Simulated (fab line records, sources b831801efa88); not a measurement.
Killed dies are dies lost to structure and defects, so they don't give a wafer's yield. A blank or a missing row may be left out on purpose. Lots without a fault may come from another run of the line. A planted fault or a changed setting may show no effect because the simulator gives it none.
Chamber matching | flow gf180mcu | GF_CONTACT_CMP_04 on cmp-01: 4 sister chambers
The step polishes SiO2. 4 wafers are shown with their chamber, then 7 later ones without.

WAFERS WITH THEIR CHAMBER
wafer  | chamber | motor_current_A (A)
L278.5 | 1       | 12.5
L278.6 | 2       | 10.8
L281.3 | 3       | 10.5
L281.4 | 0       | 9.5

WAFERS WITHOUT THEIR CHAMBER
wafer  | motor_current_A (A)
L281.6 | 9.9
L283.3 | 11.8
L283.5 | 10.9
L283.6 | 12.0
L285.3 | 10.5
L285.4 | 10.3
L285.6 | 11.1

WHICH CHAMBER EACH WENT THROUGH
wafer  | from the rows above          | in truth
L281.6 | can't be placed: 0 or 3 or 2 | 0
L283.3 | can't be placed: 1 or 2 or 3 | 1
L283.5 | can't be placed: 2 or 3      | 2
L283.6 | can't be placed: 1 or 2      | 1
L285.3 | can't be placed: 3 or 2      | 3
L285.4 | can't be placed: 3 or 2 or 0 | 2
L285.6 | can't be placed: 2 or 3      | 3
Placed correctly: 0 of 7. Can't be placed from these rows: 7 (the true chamber is among the candidates in 7). Placed wrongly: 0.
How it was worked out, from the rows above alone: a wafer's distance from a chamber is the root of the sum, over the readings, of the square of ((its reading less the chamber's mean) divided by the reading's scatter). The wafer belongs to the nearest chamber; if the next one is less than 2 further off, it can't be placed. A chamber's mean is the mean of its shown wafers. The scatter: with one shown wafer a chamber, the root of the mean of the squares of how far each hidden wafer lies from its nearest shown one.
